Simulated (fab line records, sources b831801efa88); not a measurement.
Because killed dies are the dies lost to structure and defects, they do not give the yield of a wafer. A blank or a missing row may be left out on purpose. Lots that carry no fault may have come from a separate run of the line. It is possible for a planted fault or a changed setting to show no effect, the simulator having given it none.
Chamber matching | flow sky130 | 3 sister chambers for SKY_VIA4_HDPCVD_00 on hdpcvd-01
The step deposits SiO2, target thk 1750 nm, time 291.7 s. 6 wafers are shown with their chamber, then 7 later ones without.

== WAFERS, EACH WITH ITS CHAMBER ==
wafer  | chamber | run-length-s (s)
L107.3 | 1       | 318.7
L105.4 | 2       | 321.1
L105.6 | 0       | 320.1
L108.3 | 1       | 318.7
L108.4 | 0       | 320.1
L108.5 | 2       | 320.2

== WAFERS WITH NO CHAMBER GIVEN ==
wafer  | run-length-s (s)
L113.1 | 320.4
L124.1 | 320.2
L124.3 | 319.0
L124.5 | 318.7
L125.1 | 320.3
L125.2 | 318.7
L125.6 | 320.2

== WHICH CHAMBER EACH WENT THROUGH ==
wafer  | from the rows above     | in truth
L113.1 | can't be placed: 2 or 0 | 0
L124.1 | can't be placed: 0 or 2 | 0
L124.3 | 1                       | 1
L124.5 | 1                       | 1
L125.1 | can't be placed: 0 or 2 | 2
L125.2 | 1                       | 1
L125.6 | can't be placed: 0 or 2 | 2
Placed correctly: 3 of 7. From these rows, 4 cannot be placed; in 4 the true chamber is one of the candidates. Wrongly placed: 0.
How it was worked out, from the rows above alone: a wafer's distance from a chamber is the root of the sum, over the readings, of the square of ((its reading less the chamber's mean) divided by the reading's scatter). If the next closest chamber is less than 2 further off than the closest, the wafer can't be placed; otherwise it belongs to the closest. A chamber's mean is the mean of its shown wafers. The scatter: take each reading less its chamber's mean, square it, sum over the shown wafers, divide by the number of wafers less the number of chambers, and take the root.
